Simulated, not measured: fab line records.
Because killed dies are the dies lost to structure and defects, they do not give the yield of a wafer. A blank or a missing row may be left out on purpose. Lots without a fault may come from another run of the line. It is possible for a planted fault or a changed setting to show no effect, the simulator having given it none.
Which tool did it? ; flow gf180mcu ; 6 lots, 18 wafers sampled, at 2 steps of a route of 602

## WHAT THE GAUGES READ, wafer by wafer
GF_M2_OVL_MEAS_15.
lot;measured;on;M2_OVL (nm)
L552;day 20 00:06;overlay-02;-2 -5 1
L556;day 21 13:49;overlay-01;-7 -7 -7
L564;day 24 08:46;overlay-02;-3 1 -1
L566;day 25 03:11;overlay-02;2 -1 1
L569;day 25 22:23;overlay-01;-9 -6 -4
L571;day 26 12:02;overlay-01;6 1 2

## WHAT TOOL EACH LOT RAN ON (gives the tool, then ch and the chambers of the sampled wafers, and finally the start)
lot;GF_M2_SPUTTER_04
L552;pvd sputter-02, day 18 23:13
L556;pvd sputter-02, day 20 14:00
L564;pvd sputter-02, day 23 10:35
L566;pvd sputter-02, day 24 05:14
L569;pvd sputter-04, day 25 01:21
L571;pvd sputter-04, day 25 14:49
- GF_M2_SPUTTER_04: material TiN, target thk 50 nm, time 41.7 s.

## THE ANSWER, worked out from the rows above alone
Rule: the lots themselves supply what counts as usual. The widest of any qualifying gaps counts: lots, ordered by their means at a reading, are off when they make up no more than a third of the lots, leave a main group of 4 or more, and stand apart from it by 3 or more times the standard deviation of that group's means. The tables above print the reading to a certain number of digits; a main group whose means all agree to those digits is not used. A lot without any number at a reading at which 4 lots or more have one is off too. Any other lot the step has rows for is counted as sound.
Nothing can be told from this: no lot is off at any reading shown.

## WHAT THE SIMULATOR HAD PUT IN
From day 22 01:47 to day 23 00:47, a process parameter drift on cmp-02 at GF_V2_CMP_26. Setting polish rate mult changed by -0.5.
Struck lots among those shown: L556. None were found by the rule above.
